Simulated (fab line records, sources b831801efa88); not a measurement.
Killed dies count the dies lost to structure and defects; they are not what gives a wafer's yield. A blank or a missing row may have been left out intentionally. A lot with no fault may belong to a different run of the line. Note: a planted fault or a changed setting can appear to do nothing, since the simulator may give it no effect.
fab line records	flow sky130
[record] lots = 5	wafers = 15	last-day = 50
route steps=708 shown LDD_N@253 LDD_P@255 LDD_HVN@267 LDD_HVP@278 LDD_LDN@289 PAD_OPEN@708
lots that met no fault: taken from a fault-free run of the same line
start-h: hours from the record's opening day to when the first of the lot's shown wafers began	wait-h: how many hours have passed since the lot's step before this one	" as in the row above	L1.1+2: one row covering several wafers at once	- no value, or no start given	* or withheld: withheld	< > ~ a bound
route shown NAME@n: names a module that has steps shown in the file, with the first one's number in the route	usual: mean and standard deviation over wafers with no fault	same: alike in all rows	chamber/n: place in a boat	sites: readings site by site	_std_site: standard deviation across them	_edge_site: mean of outer sites minus mean of inner sites	radius-mm: how far each site lies from the wafer's centre	mask NAME#n: copy n	behind: the last tool/chamber to shape the wafer	hold: why the lot went on hold/how many hours it stayed there/how the hold came to an end	device: whichever transistor did not switch (one of n, p or np)	end of line: tests run on the same wafers once the route is complete	step lacking rows: just its recipe	killed: dies lost to structure and defects at the first sort, not the wafer's yield	map: dies across one wafer; x = killed, . = not, _ = none there
set.NAME: the setting the step ran with; set.NAME@STEP: the setting that earlier step ran with	model.NAME: the simulator's own value behind a step, which no gauge read
lots at selected steps of the route; one table per step, one row per wafer
services: a tool's chamber out of use, with start hour (start-h, from the record's first day; less than 0 if before it), hours out, and reason
[[steps]]
[step SKY_LDD_N_STRIP_16]
[recipe] chemistry = O2/N2	power-w = 1400	pressure-mtorr = 1500	platen-temp-c = withheld	o2-flow-sccm = 3000	n2-flow-sccm = 300	overash-fraction = 0.5
[usual] chamber-pressure-mTorr = 1499.9/1.3	drypump-motor-current-A = 5.9/0.47	oes-product-au = 0.407/0.0042	strip-time-to-endpoint-s = 4.317/0.014
[same] overash-fraction = 0.5
lot.wafer	tool	chamber	start-h	wait-h	chamber-pressure-mTorr	drypump-motor-current-A	oes-product-au	rf-hours-counter-h	strip-time-to-endpoint-s
L742.3	plasma-asher-04	1	418.94	0.1	1501.7	5.9	0.408	-	4.328
L742.4	"	0	"	"	1500.3	5.4	0.401	-	4.327
L742.6	"	1	"	"	1500.0	5.9	0.409	-	4.314
L750.3	plasma-asher-03	1	493.70	0.1	1500.5	5.8	0.398	-	4.319
L750.4	"	0	"	"	1501.0	6.7	0.406	-	4.317
L750.5	"	1	"	"	1500.3	5.8	0.408	-	4.325
L749.1	plasma-asher-01	1	494.56	0.1	1500.2	5.7	0.412	37	4.336
L749.4	"	1	"	"	1501.4	5.7	0.411	-	4.332
L749.6	"	1	"	"	1503.1	5.7	0.404	-	4.341
L751.1	plasma-asher-03	0	505.10	0.1	1499.0	6.8	0.411	7	4.311
L751.2	"	1	"	"	1499.8	5.8	0.407	7	4.303
L751.4	"	1	"	"	1498.9	5.8	0.407	-	4.314
L762.2	plasma-asher-03	0	597.46	0.1	1497.8	6.7	0.410	16	4.324
L762.3	"	0	"	"	1499.2	6.7	0.413	-	4.335
L762.6	"	1	"	"	1499.7	5.8	0.409	-	4.343
[step SKY_LDD_N_TW_MEAS_17]
[usual] LDD_N_TW = 2592/10
lot.wafer	tool	chamber	start-h	wait-h	LDD_N_TW
L742.3	film-metro-02	-	419.03	0.1	2581
L742.4	"	-	"	"	2598
L742.6	"	-	"	"	2581
L750.3	film-metro-01	-	493.78	0.1	2582
L750.4	"	-	"	"	2590
L750.5	"	-	"	"	2604
L749.1	film-metro-02	-	494.66	0.1	2576
L749.4	"	-	"	"	2578
L749.6	"	-	"	"	2571
L751.1	film-metro-02	-	505.20	0.1	2596
L751.2	"	-	"	"	2578
L751.4	"	-	"	"	2579
L762.2	film-metro-04	-	597.57	0.1	2594
L762.3	"	-	"	"	2588
L762.6	"	-	"	"	2591
[step SKY_LDD_P_DEHYDRATE_00]
[recipe] temp-c = 200	time-s = 60
[step SKY_LDD_P_HMDS_01]
[recipe] prime-time-s = 60	prime-temp-c = 120
[step SKY_LDD_P_COAT_02]
[recipe] resist = NOVOLAK	spin-rpm = 3000	resist-thk-nm = 1140
[step SKY_LDD_P_SOFTBAKE_03]
[recipe] temp-c = 90	time-s = 60	resist = NOVOLAK
[step SKY_LDD_P_EXPOSE_04]
[recipe] mask-id = PSDM	na = 0.6	source-shape = conventional	sigma-outer = 0.6	polarization = unpolarized	target-cd-nm = 380	dose-mj = 138
[step SKY_LDD_P_PEB_05]
[recipe] temp-c = withheld	time-s = *	resist = NOVOLAK
[step SKY_LDD_P_DEVELOP_06]
[recipe] resist = NOVOLAK	developer = TMAH	develop-time-s = 60	dev-temp-c = 23
[step SKY_LDD_P_CD_MEAS_07]
[recipe] target-cd-nm = 380
[usual] cd-nm = 380.2/2.9
lot.wafer	tool	chamber	start-h	wait-h	cd-nm
L742.3	cd-sem-02	-	448.92	0.1	378.7
L742.4	"	-	"	"	380.4
L742.6	"	-	"	"	381.1
L750.3	cd-sem-01	-	522.95	0.1	382.1
L750.4	"	-	"	"	382.6
L750.5	"	-	"	"	379.2
L749.1	cd-sem-01	-	525.06	0.1	383.8
L749.4	"	-	"	"	381.1
L749.6	"	-	"	"	381.3
L751.1	cd-sem-01	-	535.09	0.1	383.1
L751.2	"	-	"	"	378.3
L751.4	"	-	"	"	381.4
L762.2	cd-sem-01	-	625.96	0.1	376.2
L762.3	"	-	"	"	377.3
L762.6	"	-	"	"	374.1
[step SKY_LDD_P_OVL_MEAS_08]
[usual] LDD_P_OVL = -0.9/1.5
lot.wafer	tool	chamber	start-h	wait-h	LDD_P_OVL[nm]
L742.3	overlay-01	-	449.01	0.1	-0.4
L742.4	"	-	"	"	0.5
L742.6	"	-	"	"	-1.2
L750.3	overlay-01	-	523.05	0.1	-2.9
L750.4	"	-	"	"	-5.4
L750.5	"	-	"	"	-4.3
L749.1	overlay-01	-	525.18	0.1	-0.7
L749.4	"	-	"	"	0.0
L749.6	"	-	"	"	0.0
L751.1	overlay-01	-	535.21	0.1	-1.3
L751.2	"	-	"	"	-1.5
L751.4	"	-	"	"	-2.9
L762.2	overlay-01	-	626.07	0.1	-0.6
L762.3	"	-	"	"	-3.0
L762.6	"	-	"	"	-2.5
[step SKY_LDD_P_IMPLANT_09]
[recipe] species = BF2	energy-kev = 25	dose-cm2 = 1e+13	tilt-deg = withheld
[step SKY_LDD_P_STRIP_10]
[recipe] chemistry = O2/N2	power-w = 1400	pressure-mtorr = 1500	platen-temp-c = withheld	o2-flow-sccm = 3000	n2-flow-sccm = 300	overash-fraction = 0.5
[usual] chamber-pressure-mTorr = 1500.3/1.2	drypump-motor-current-A = 5.8/0.47	oes-product-au = 0.715/0.0045	strip-time-to-endpoint-s = 14.19/0.046
[same] overash-fraction = 0.5
lot.wafer	tool	chamber	start-h	wait-h	chamber-pressure-mTorr	drypump-motor-current-A	oes-product-au	rf-hours-counter-h	strip-time-to-endpoint-s
L742.3	plasma-asher-03	1	449.22	0.1	1498.2	5.8	0.716	-	14.22
L742.4	"	0	"	"	1499.3	6.7	0.714	-	14.23
L742.6	"	0	"	"	1499.7	6.7	0.723	-	14.17
L750.3	plasma-asher-02	0	523.25	0.1	1498.9	5.2	0.717	-	14.22
L750.4	"	1	"	"	1499.9	5.9	0.716	-	14.23
L750.5	"	1	"	"	1502.3	5.9	0.709	-	14.19
L749.1	plasma-asher-02	0	525.37	0.1	1500.6	5.2	0.710	83	14.27
L749.4	"	0	"	"	1499.8	5.2	0.714	-	14.29
L749.6	"	1	"	"	1501.9	5.9	0.712	-	14.29
L751.1	plasma-asher-04	1	535.40	0.1	1501.1	5.9	0.714	70	14.19
L751.2	"	0	"	"	1499.8	5.3	0.722	70	14.23
L751.4	"	1	"	"	1500.9	5.9	0.711	-	14.20
L762.2	plasma-asher-04	1	626.25	0.1	1498.5	5.9	0.709	79	14.22
L762.3	"	0	"	"	1499.9	5.4	0.721	-	14.13
L762.6	"	1	"	"	1501.4	5.8	0.713	-	14.18
[step SKY_LDD_P_TW_MEAS_11]
[usual] LDD_P_TW = 637/3.2
lot.wafer	tool	chamber	start-h	wait-h	LDD_P_TW
L742.3	film-metro-02	-	449.30	0.1	640
L742.4	"	-	"	"	636
L742.6	"	-	"	"	638
L750.3	film-metro-02	-	523.34	0.1	636
L750.4	"	-	"	"	633
L750.5	"	-	"	"	641
L749.1	film-metro-01	-	525.47	0.1	638
L749.4	"	-	"	"	634
L749.6	"	-	"	"	635
L751.1	film-metro-03	-	535.50	0.1	640
L751.2	"	-	"	"	638
L751.4	"	-	"	"	636
L762.2	film-metro-02	-	626.36	0.1	638
L762.3	"	-	"	"	636
L762.6	"	-	"	"	633
[step SKY_LDD_HVN_DEHYDRATE_00]
[recipe] temp-c = 200	time-s = 60
[step SKY_LDD_HVN_HMDS_01]
[recipe] prime-time-s = 60	prime-temp-c = 120
[step SKY_LDD_HVN_COAT_02]
[recipe] resist = NOVOLAK	spin-rpm = 2977	resist-thk-nm = 300
[step SKY_LDD_HVN_SOFTBAKE_03]
[recipe] temp-c = 90	time-s = 60	resist = NOVOLAK
[step SKY_LDD_HVN_EXPOSE_04]
[recipe] mask-id = HVNTM	na = 0.6	source-shape = conventional	sigma-outer = 0.6	polarization = unpolarized	target-cd-nm = 700	dose-mj = 127
[step SKY_LDD_HVN_PEB_05]
[recipe] temp-c = withheld	time-s = *	resist = NOVOLAK
[step SKY_LDD_HVN_DEVELOP_06]
[recipe] resist = NOVOLAK	developer = TMAH	develop-time-s = 60	dev-temp-c = 23
[step SKY_LDD_HVN_OVL_MEAS_07]
[usual] LDD_HVN_OVL = -1.5/1.6
lot.wafer	tool	chamber	start-h	wait-h	LDD_HVN_OVL[nm]
L742.3	overlay-01	-	478.95	0.1	-0.8
L742.4	"	-	"	"	-0.6
L742.6	"	-	"	"	-2.2
L750.3	overlay-01	-	553.38	0.1	-1.7
L750.4	"	-	"	"	-2.0
L750.5	"	-	"	"	-1.5
L749.1	overlay-02	-	554.96	0.1	-4.5
L749.4	"	-	"	"	-1.8
L749.6	"	-	"	"	-4.3
L751.1	overlay-01	-	565.01	0.1	-2.3
L751.2	"	-	"	"	-1.4
L751.4	"	-	"	"	-2.4
L762.2	overlay-01	-	655.65	0.1	-1.9
L762.3	"	-	"	"	-2.6
L762.6	"	-	"	"	-3.7
[step SKY_LDD_HVN_IMPLANT_08]
[recipe] species = P	energy-kev = 60	dose-cm2 = 3e+13	tilt-deg = 40
[step SKY_LDD_HVN_STRIP_09]
[recipe] chemistry = O2/N2	power-w = 1400	pressure-mtorr = 1500	platen-temp-c = withheld	o2-flow-sccm = 3000	n2-flow-sccm = 300	overash-fraction = 0.5
[usual] chamber-pressure-mTorr = 1500.0/1.6	drypump-motor-current-A = 5.8/0.46	oes-product-au = 0.409/0.0048	strip-time-to-endpoint-s = 4.157/0.013
[same] overash-fraction = 0.5
lot.wafer	tool	chamber	start-h	wait-h	chamber-pressure-mTorr	drypump-motor-current-A	oes-product-au	rf-hours-counter-h	strip-time-to-endpoint-s
L742.3	plasma-asher-02	1	479.16	0.1	1499.7	5.9	0.406	-	4.137
L742.4	"	0	"	"	1500.2	5.2	0.408	-	4.147
L742.6	"	1	"	"	1500.4	5.9	0.409	-	4.147
L750.3	plasma-asher-02	0	553.59	0.1	1498.6	5.2	0.406	-	4.158
L750.4	"	1	"	"	1499.6	5.9	0.408	-	4.143
L750.5	"	1	"	"	1498.4	5.9	0.404	-	4.161
L749.1	plasma-asher-02	0	555.15	0.1	1500.7	5.2	0.410	87	4.157
L749.4	"	0	"	"	1501.3	5.2	0.416	-	4.169
L749.6	"	1	"	"	1497.8	5.9	0.411	-	4.161
L751.1	plasma-asher-01	1	565.26	0.1	1497.5	5.7	0.410	44	4.156
L751.2	"	0	"	"	1499.0	5.5	0.417	44	4.163
L751.4	"	0	"	"	1499.2	5.5	0.416	-	4.151
L762.2	plasma-asher-03	0	655.83	0.1	1498.2	6.7	0.411	22	4.161
L762.3	"	0	"	"	1500.5	6.7	0.403	-	4.157
L762.6	"	1	"	"	1496.7	5.8	0.408	-	4.169
[step SKY_LDD_HVN_TW_MEAS_10]
[usual] LDD_HVN_TW = 1440/6.6
lot.wafer	tool	chamber	start-h	wait-h	LDD_HVN_TW
L742.3	film-metro-03	-	479.25	0.1	1422
L742.4	"	-	"	"	1426
L742.6	"	-	"	"	1433
L750.3	film-metro-01	-	553.68	0.1	1440
L750.4	"	-	"	"	1436
L750.5	"	-	"	"	1444
L749.1	film-metro-03	-	555.25	0.1	1443
L749.4	"	-	"	"	1442
L749.6	"	-	"	"	1440
L751.1	film-metro-04	-	565.36	0.1	1447
L751.2	"	-	"	"	1446
L751.4	"	-	"	"	1449
L762.2	film-metro-03	-	655.94	0.1	1443
L762.3	"	-	"	"	1434
L762.6	"	-	"	"	1430
[step SKY_LDD_HVP_DEHYDRATE_00]
[recipe] temp-c = 200	time-s = 60
[step SKY_LDD_HVP_HMDS_01]
[recipe] prime-time-s = 60	prime-temp-c = 120
[step SKY_LDD_HVP_COAT_02]
[recipe] resist = NOVOLAK	spin-rpm = 3000	resist-thk-nm = 300
[step SKY_LDD_HVP_SOFTBAKE_03]
[recipe] temp-c = 90	time-s = 60	resist = NOVOLAK
[step SKY_LDD_HVP_EXPOSE_04]
[recipe] mask-id = HVPTM	na = 0.6	source-shape = conventional	sigma-outer = 0.6	polarization = unpolarized	target-cd-nm = 700	dose-mj = 86
[step SKY_LDD_HVP_PEB_05]
[recipe] temp-c = withheld	time-s = *	resist = NOVOLAK
[step SKY_LDD_HVP_DEVELOP_06]
[recipe] resist = NOVOLAK	developer = TMAH	develop-time-s = 60	dev-temp-c = 23
[step SKY_LDD_HVP_OVL_MEAS_07]
[usual] LDD_HVP_OVL = -1.2/1.4
lot.wafer	tool	chamber	start-h	wait-h	LDD_HVP_OVL[nm]
L742.3	overlay-02	-	509.88	0.1	1.5
L742.4	"	-	"	"	0.4
L742.6	"	-	"	"	1.0
L750.3	overlay-01	-	583.43	0.1	-0.3
L750.4	"	-	"	"	-3.2
L750.5	"	-	"	"	-2.4
L749.1	overlay-02	-	585.33	0.1	-2.6
L749.4	"	-	"	"	-1.9
L749.6	"	-	"	"	-2.0
L751.1	overlay-01	-	594.02	0.1	-3.3
L751.2	"	-	"	"	-2.7
L751.4	"	-	"	"	-1.9
L762.2	overlay-01	-	684.20	0.1	-0.7
L762.3	"	-	"	"	-1.0
L762.6	"	-	"	"	0.5
[step SKY_LDD_HVP_IMPLANT_08]
[recipe] species = B	energy-kev = 20	dose-cm2 = 1.7e+13	tilt-deg = 17.9
[step SKY_LDD_HVP_STRIP_09]
[recipe] chemistry = O2/N2	power-w = 1400	pressure-mtorr = 1500	platen-temp-c = withheld	o2-flow-sccm = 3000	n2-flow-sccm = 300	overash-fraction = 0.5
[usual] chamber-pressure-mTorr = 1500.0/1.4	drypump-motor-current-A = 5.59/0.27	oes-product-au = 0.409/0.0049	strip-time-to-endpoint-s = 4.140/0.014
[same] overash-fraction = 0.5
lot.wafer	tool	chamber	start-h	wait-h	chamber-pressure-mTorr	drypump-motor-current-A	oes-product-au	rf-hours-counter-h	strip-time-to-endpoint-s
L742.3	plasma-asher-02	0	510.09	0.1	1498.1	5.19	0.401	-	4.154
L742.4	"	1	"	"	1498.3	5.93	0.401	-	4.142
L742.6	"	0	"	"	1501.0	5.19	0.416	-	4.155
L750.3	plasma-asher-04	1	583.64	0.1	1500.2	5.90	0.414	-	4.129
L750.4	"	0	"	"	1498.9	5.35	0.407	-	4.139
L750.5	"	1	"	"	1503.5	5.89	0.405	-	4.153
L749.1	plasma-asher-02	0	585.51	0.1	1499.0	5.18	0.413	90	4.152
L749.4	"	1	"	"	1499.4	5.90	0.403	-	4.164
L749.6	"	1	"	"	1501.0	5.92	0.414	-	4.124
L751.1	plasma-asher-04	1	594.21	0.1	1499.7	5.90	0.414	76	4.132
L751.2	"	0	"	"	1498.4	5.33	0.406	76	4.132
L751.4	"	0	"	"	1499.6	5.34	0.407	-	4.141
L762.2	plasma-asher-04	0	684.38	0.1	1498.8	5.33	0.414	85	4.137
L762.3	"	1	"	"	1500.9	5.86	0.418	-	4.124
L762.6	"	0	"	"	1498.9	5.33	0.411	-	4.142
[step SKY_LDD_HVP_TW_MEAS_10]
[usual] LDD_HVP_TW = 457.0/2.1
lot.wafer	tool	chamber	start-h	wait-h	LDD_HVP_TW
L742.3	film-metro-03	-	510.18	0.1	456.2
L742.4	"	-	"	"	454.9
L742.6	"	-	"	"	456.4
L750.3	film-metro-03	-	583.73	0.1	452.2
L750.4	"	-	"	"	454.3
L750.5	"	-	"	"	456.5
L749.1	film-metro-02	-	585.61	0.1	457.1
L749.4	"	-	"	"	456.5
L749.6	"	-	"	"	455.1
L751.1	film-metro-04	-	594.31	0.1	457.2
L751.2	"	-	"	"	458.9
L751.4	"	-	"	"	459.9
L762.2	film-metro-02	-	684.49	0.1	458.2
L762.3	"	-	"	"	458.2
L762.6	"	-	"	"	458.2
[step SKY_LDD_LDN_DEHYDRATE_00]
[recipe] temp-c = 200	time-s = 60
[step SKY_LDD_LDN_HMDS_01]
[recipe] prime-time-s = 60	prime-temp-c = 120
[step SKY_LDD_LDN_COAT_02]
[recipe] resist = NOVOLAK	spin-rpm = 3000	resist-thk-nm = 1140
[step SKY_LDD_LDN_SOFTBAKE_03]
[recipe] temp-c = 90	time-s = 60	resist = NOVOLAK
[step SKY_LDD_LDN_EXPOSE_04]
[recipe] mask-id = LDNTM	na = 0.6	source-shape = conventional	sigma-outer = 0.6	polarization = unpolarized	target-cd-nm = 700	dose-mj = 140
[step SKY_LDD_LDN_PEB_05]
[recipe] temp-c = withheld	time-s = *	resist = NOVOLAK
[step SKY_PAD_OPEN_PROBE_99]
[usual] killed_at_M0_to_M3 = 43/6.5	killed_at_M4_up = 3.2/1.9	killed-at-contacts = 25/5.5	killed-at-front-end = 14/4.2	killed-at-other = 0.2/0.44	killed-dies = 85/8.5	killed-open = 47/7	killed-short = 39/6.3
[same] gross-dies = 492	killed-at-back-side = 0
lot.wafer	tool	chamber	start-h	wait-h	killed_at_M0_to_M3	killed_at_M4_up	killed-at-contacts	killed-at-front-end	killed-at-other	killed-dies	killed-open	killed-short
L742.3	prober-01	-	1089.29	0.2	35	1	24	10	0	70	38	32
L742.4	prober-01	-	1089.34	0.2	56	4	21	17	0	98	55	43
L742.6	prober-01	-	1089.44	0.2	37	1	30	12	2	82	44	38
L749.6	prober-01	-	1141.53	0.2	52	5	24	64	0	145	53	43
L751.1	prober-02	-	1147.71	0.1	47	5	22	9	0	83	47	36
L751.2	prober-02	-	1147.76	0.1	50	1	27	7	0	85	51	34
L751.4	prober-02	-	1147.86	0.2	50	2	15	8	0	75	39	36
L762.2	prober-01	-	1201.74	0.1	44	5	20	11	0	80	44	36
L762.3	prober-01	-	1201.79	0.2	57	3	17	17	1	95	48	47
L762.6	prober-01	-	1201.94	0.2	47	1	24	13	1	86	55	31
// killed by level:class
L742.3 VIA1:geometric-particle:open=11 CONTACT:geometric-particle:open=8 LOCAL_INTERCONNECT:geometric-particle:short=6 VIA3:geometric-particle:open=6 POLY_GATE:geometric-particle:short=4 CONTACT:geometric-particle:short=4 VIA1:geometric-particle:short=4 FIELD_ISO:geometric-particle:open=3
L742.4 VIA1:geometric-particle:open=20 METAL1:geometric-particle:short=8 CONTACT:geometric-particle:open=7 VIA3:geometric-particle:open=7 LI_CONTACT:geometric-particle:open=5 POLY_GATE:geometric-particle:short=5 METAL2:geometric-particle:short=5 CONTACT:geometric-particle:short=5
L742.6 CONTACT:geometric-particle:open=12 VIA1:geometric-particle:open=8 LI_CONTACT:geometric-particle:open=7 METAL2:geometric-particle:short=7 METAL1:geometric-particle:short=6 FIELD_ISO:geometric-particle:open=5 LI_CONTACT:geometric-particle:short=4 LOCAL_INTERCONNECT:geometric-particle:short=4
L749.6 LDD_P:unspecified=49 VIA3:geometric-particle:open=10 METAL2:geometric-particle:short=8 VIA1:geometric-particle:open=8 LI_CONTACT:geometric-particle:open=8 CONTACT:geometric-particle:open=7 FIELD_ISO:geometric-particle:short=6 VIA2:geometric-particle:open=6
L751.1 VIA1:geometric-particle:open=12 VIA2:geometric-particle:open=10 CONTACT:geometric-particle:open=9 VIA1:geometric-particle:short=5 LI_CONTACT:geometric-particle:open=5 VIA3:geometric-particle:short=5 CONTACT:geometric-particle:short=4 VIA2:geometric-particle:short=4
L751.2 CONTACT:geometric-particle:open=12 VIA1:geometric-particle:open=12 VIA2:geometric-particle:open=8 LI_CONTACT:geometric-particle:open=6 METAL1:geometric-particle:short=6 CONTACT:geometric-particle:short=5 VIA2:geometric-particle:short=5 METAL1:geometric-particle:open=4
L751.4 METAL2:geometric-particle:short=12 VIA2:geometric-particle:open=7 VIA3:geometric-particle:open=7 CONTACT:geometric-particle:open=6 VIA2:geometric-particle:short=5 FIELD_ISO:geometric-particle:open=4 LOCAL_INTERCONNECT:geometric-particle:short=4 VIA1:geometric-particle:short=4
L762.2 VIA1:geometric-particle:open=10 VIA3:geometric-particle:open=9 LI_CONTACT:geometric-particle:short=7 VIA2:geometric-particle:open=6 METAL1:geometric-particle:short=5 CONTACT:geometric-particle:open=5 POLY_GATE:geometric-particle:short=4 LI_CONTACT:geometric-particle:open=4
L762.3 VIA1:geometric-particle:open=14 METAL2:geometric-particle:short=8 VIA2:geometric-particle:open=7 VIA1:geometric-particle:short=6 CONTACT:geometric-particle:open=5 VIA3:geometric-particle:open=5 FIELD_ISO:geometric-particle:open=4 POLY_GATE:geometric-particle:short=4
L762.6 VIA1:geometric-particle:open=17 CONTACT:geometric-particle:open=9 LI_CONTACT:geometric-particle:open=7 METAL1:geometric-particle:short=7 POLY_GATE:geometric-particle:open=5 VIA2:geometric-particle:open=5 FIELD_ISO:geometric-particle:short=3 FIELD_ISO:geometric-particle:open=3
// map L749.6 (x killed, . not)
__________x....x..xx_________
________....x........._______
______x........xxx......_____
_____..............x.....____
____x...x................x___
___.x..x.xx........x.x.x.x.__
__x..........xx.x....x......_
_x......x......xx..x..xxxxx..
_.....x......x..x............
_.xx....x..x..x........xx....
_.......x.x........x..x..x...
_x..xx..xx.xxxx.x..........x.
_....xxxxxxxx.x....x.........
_......xxxxxxxxx....x......x.
_.....xxxxxxxxxx.x..x.....xx.
__..x.xxxxxxxxx.x...xx.xxx.._
___..xx.xxxxxxxx..x.x...x..__
____...xxxxxxx.......xx.x.___
_____.....xx..x.......x..____
______...x...x.........._____
________...x...x.x...._______
__________.........._________
// map L750.4 (x killed, . not)
__________........x._________
________.........x...._______
______x..x..x......x...._____
_____.......x..........xx____
____x.............x.......___
___.x..xxxx.......x....x...__
__.xxxx....x..x.x.......xxx._
_x.xxx........x..............
_...x......xx.....x.....x...x
_..x......x..................
_x....x........x.......x...x.
_..x..............x.x........
_x....x.........x.x......xx..
_..xxx.......................
_..x..x...x..x...............
__.x..xx...x.........x...x.._
___x.............x...x.....__
____.......x...xx........x___
_____x..x.x.........x....____
______x..........x...x.._____
________x.......x....._______
__________.........._________
[[services]]
tool	chamber	start-h	hours	kind
plasma-asher-03	-	421.25	9.0	pm
plasma-asher-03	0	421.25	9.0	vent-cycle
plasma-asher-03	1	421.25	9.0	vent-cycle
plasma-asher-03	0	430.25	-	clean
plasma-asher-03	1	430.25	-	clean
plasma-asher-01	-	459.42	1.8	repair
plasma-asher-04	-	498.43	7.4	repair
plasma-asher-03	-	514.66	2.8	pm
plasma-asher-02	-	606.63	0.4	repair
plasma-asher-01	-	631.41	4.5	repair
plasma-asher-02	-	678.21	2.9	repair
[[key]]
[first-sign] step = SKY_PAD_OPEN_PROBE_99	reading = killed-at-front-end	direction = up	sigmas = 12	usual = 14	struck = 64
[effect] step = SKY_PAD_OPEN_PROBE_99	reading = killed-dies	direction = up	sigmas = 7	usual = 85	struck = 145
met-at SKY_LDD_P_STRIP_10
struck-wafers L749.6
tester-left-out L749
onset-between 523.25 525.37
[fault] kind = chamber-particle-source	tool = plasma-asher-02	chamber = 1	onset-h = 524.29	steps = SKY_LDD_P_STRIP_10	rate-per-visit-cm2 = 0.63206	end-h = 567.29
// tester-left-out: of these lots the tester's yield and bins aren't shown, on N5 and GAA mostly nor the transistor test; their killed dies are dies lost to structure and defects alone, not to doping, threshold or leakage, so they don't give the yield
